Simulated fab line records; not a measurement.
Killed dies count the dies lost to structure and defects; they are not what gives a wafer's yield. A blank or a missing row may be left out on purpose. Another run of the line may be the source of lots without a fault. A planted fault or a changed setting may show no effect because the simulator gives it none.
Chamber matching + flow sky130 + 4 sister chambers for SKY_CONTACT_ETCH_17 on rie_diel-01
The step etches SiO2 in C4F8/O2/Ar, stops on Si3N4, target depth 340 nm. 18 wafers are shown with their chamber, then 9 later ones without.

EACH WAFER AND ITS CHAMBER
| wafer  | chamber | oes_product_au (a.u.) |
|--------|---------|-----------------------|
| L075.1 | 3       | 0.886                 |
| L075.3 | 1       | 0.899                 |
| L075.4 | 2       | 0.888                 |
| L076.1 | 3       | 0.896                 |
| L076.4 | 0       | 0.886                 |
| L076.6 | 3       | 0.892                 |
| L079.4 | 3       | 0.896                 |
| L079.5 | 0       | 0.899                 |
| L079.6 | 3       | 0.889                 |
| L080.3 | 0       | 0.897                 |
| L080.5 | 3       | 0.893                 |
| L080.6 | 0       | 0.894                 |
| L081.3 | 2       | 0.885                 |
| L081.4 | 3       | 0.894                 |
| L081.6 | 0       | 0.888                 |
| L083.2 | 2       | 0.897                 |
| L083.3 | 1       | 0.900                 |
| L083.4 | 3       | 0.896                 |

SIGNATURES, as means of the wafers listed above
| reading        | chamber 0 | chamber 1 | chamber 2 | chamber 3 | scatter within a chamber |
|----------------|-----------|-----------|-----------|-----------|--------------------------|
| oes_product_au | 0.89280   | 0.89950   | 0.89000   | 0.89275   | 0.00462                  |
Rule: a wafer's distance from a chamber is the root of the sum, over the readings, of the square of ((its reading less the chamber's mean) divided by the reading's scatter). If the next closest chamber is less than 2 further off than the closest, the wafer can't be placed; otherwise it belongs to the closest. The scatter is the square root of a quotient: the sum, over the shown wafers, of each reading's squared deviation from its chamber's mean, divided by wafers minus chambers.

WAFERS WHOSE CHAMBER IS MISSING
| wafer  | oes_product_au (a.u.) |
|--------|-----------------------|
| L084.2 | 0.891                 |
| L084.3 | 0.886                 |
| L084.6 | 0.900                 |
| L086.2 | 0.897                 |
| L086.4 | 0.894                 |
| L086.6 | 0.900                 |
| L091.1 | 0.897                 |
| L091.2 | 0.896                 |
| L091.5 | 0.891                 |

EACH ONE'S CHAMBER
| wafer  | from the rows above               | in truth |
|--------|-----------------------------------|----------|
| L084.2 | can't be placed: 2 or 3 or 0 or 1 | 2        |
| L084.3 | can't be placed: 2 or 3 or 0      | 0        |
| L084.6 | can't be placed: 1 or 0 or 3      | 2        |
| L086.2 | can't be placed: 1 or 0 or 3 or 2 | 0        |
| L086.4 | can't be placed: 0 or 3 or 2 or 1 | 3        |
| L086.6 | can't be placed: 1 or 0 or 3      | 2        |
| L091.1 | can't be placed: 1 or 0 or 3 or 2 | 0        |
| L091.2 | can't be placed: 0 or 3 or 1 or 2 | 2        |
| L091.5 | can't be placed: 2 or 3 or 0 or 1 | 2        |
Correct placement for 0 of the 9. Cannot be placed on the basis of these rows: 9; the candidates contain the true chamber in 7. Number placed wrongly: 0.
